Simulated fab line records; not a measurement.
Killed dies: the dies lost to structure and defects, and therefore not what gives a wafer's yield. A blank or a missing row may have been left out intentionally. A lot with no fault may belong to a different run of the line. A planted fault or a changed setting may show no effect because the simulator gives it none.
Which tool was responsible?	flow gf180mcu	13 lots, 39 wafers sampled, at 3 steps of a route of 602

WHAT THE GAUGES SHOWED, per wafer
GF_CONTACT_CD_MEAS_14: target cd 220 nm.
lot	measured	on	cdNm (nm)
L973	day 16 17:02	cdSem-01	220.6 221.3 222.8
L974	day 17 05:10	cdSem-01	218.9 217.8 215.9
L975	day 17 12:10	cdSem-01	219.6 219.5 219.3
L977	day 17 19:34	cdSem-01	217.9 216.6 216.1
L978	day 18 08:47	cdSem-02	220.1 221.3 220.2
L979	day 18 15:38	cdSem-02	219.5 219.0 219.3
L981	day 20 01:32	cdSem-01	219.8 218.4 218.3
L987	day 21 15:21	cdSem-02	222.2 221.3 220.6
L989	day 22 08:46	cdSem-02	196.4 197.4 196.3
L991	day 23 05:51	cdSem-02	218.8 217.6 218.1
L992	day 23 08:17	cdSem-02	219.8 219.4 219.0
L993	day 23 16:49	cdSem-02	222.5 224.7 222.8
L994	day 24 00:16	cdSem-01	218.8 219.4 220.9

TOOL THAT RAN EACH LOT (tool first, then ch and the chambers of the sampled wafers, then the start)
lot	GF_CONTACT_CMP_04	GF_CONTACT_EXPOSE_11
L973	cmp-02 ch 0,1,2, day 15 18:40	krfScanner-01 ch 0, day 16 06:05
L974	cmp-02 ch 0,1,2, day 16 06:17	krfScanner-02 ch 0, day 16 18:01
L975	cmp-02 ch 0,2,3, day 16 13:18	krfScanner-02 ch 0, day 17 00:53
L977	cmp-02 ch 0,3, day 16 20:29	krfScanner-01 ch 0, day 17 08:38
L978	cmp-02 ch 0,1,3, day 17 09:10	krfScanner-02 ch 0, day 17 21:00
L979	cmp-01 ch 0,2,3, day 17 15:14	krfScanner-01 ch 0, day 18 04:04
L981	cmp-02 ch 0,1,3, day 19 00:04	krfScanner-02 ch 0, day 19 13:10
L987	cmp-02 ch 1,2,3, day 20 15:20	krfScanner-01 ch 0, day 21 03:55
L989	cmp-02 ch 0,1,3, day 21 08:30	krfScanner-01 ch 0, day 21 21:10
L991	cmp-02 ch 0,3, day 22 06:16	krfScanner-01 ch 0, day 22 18:04
L992	cmp-01 ch 0,1,2, day 22 09:06	krfScanner-01 ch 0, day 22 20:52
L993	cmp-01 ch 0,1,2, day 22 17:29	krfScanner-01 ch 0, day 23 05:52
L994	cmp-01 ch 0,1,2, day 23 01:13	krfScanner-02 ch 0, day 23 13:29
- GF_CONTACT_CMP_04: polishes SiO2.
- GF_CONTACT_EXPOSE_11: exposes mask Contact, target cd 220 nm.

WHAT THE TOOLS THEMSELVES READ (means of the sampled wafers that have a number; where no wafer has one, the mark that the record gives instead)
GF_CONTACT_CMP_04.
lot	tool	motorCurrentA (A)	timeToEndpointS (s)
L973	cmp-02	11.5	108
L974	cmp-02	11.3	105
L975	cmp-02	11.8	111
L977	cmp-02	12.5	113
L978	cmp-02	12.3	108
L979	cmp-01	11.0	113
L981	cmp-02	11.9	113
L987	cmp-02	11.2	118
L989	cmp-02	12.2	119
L991	cmp-02	11.9	115
L992	cmp-01	11.6	110
L993	cmp-01	11.3	110
L994	cmp-01	11.2	107

THE ANSWER, worked out from the rows above alone
Rule: the usual values come from the lots themselves. The widest of any qualifying gaps counts: lots, ordered by their means at a reading, are off when they make up no more than a third of the lots, leave a main group of 4 or more, and stand apart from it by 3 or more times the standard deviation of that group's means. The tables above print the reading to a certain number of digits; a main group whose means all agree to those digits is not used. A lot without any number at a reading at which 4 lots or more have one is off too. Where the step has rows for the other lots, those lots are counted as sound. After the gauges, taken in route order, come the tools' own readings; for these a lot's mean is taken, as printed above. The first step at which some lot is off is used, and at that step the reading that is off furthest; a lot without a number counts as furthest.
Off: L989 (GF_CONTACT_CD_MEAS_14, cdNm). For the main group the mean is 219.7 nm and the standard deviation 1.7.
If a tool, at a process step before that reading, ran all the lots that are off and no sound lot after the first of them, it fits. Those tools and the gauges at GF_CONTACT_CD_MEAS_14 are tried in the same way. None of those tried fits.

WHAT HAD BEEN PUT IN BY THE SIMULATOR
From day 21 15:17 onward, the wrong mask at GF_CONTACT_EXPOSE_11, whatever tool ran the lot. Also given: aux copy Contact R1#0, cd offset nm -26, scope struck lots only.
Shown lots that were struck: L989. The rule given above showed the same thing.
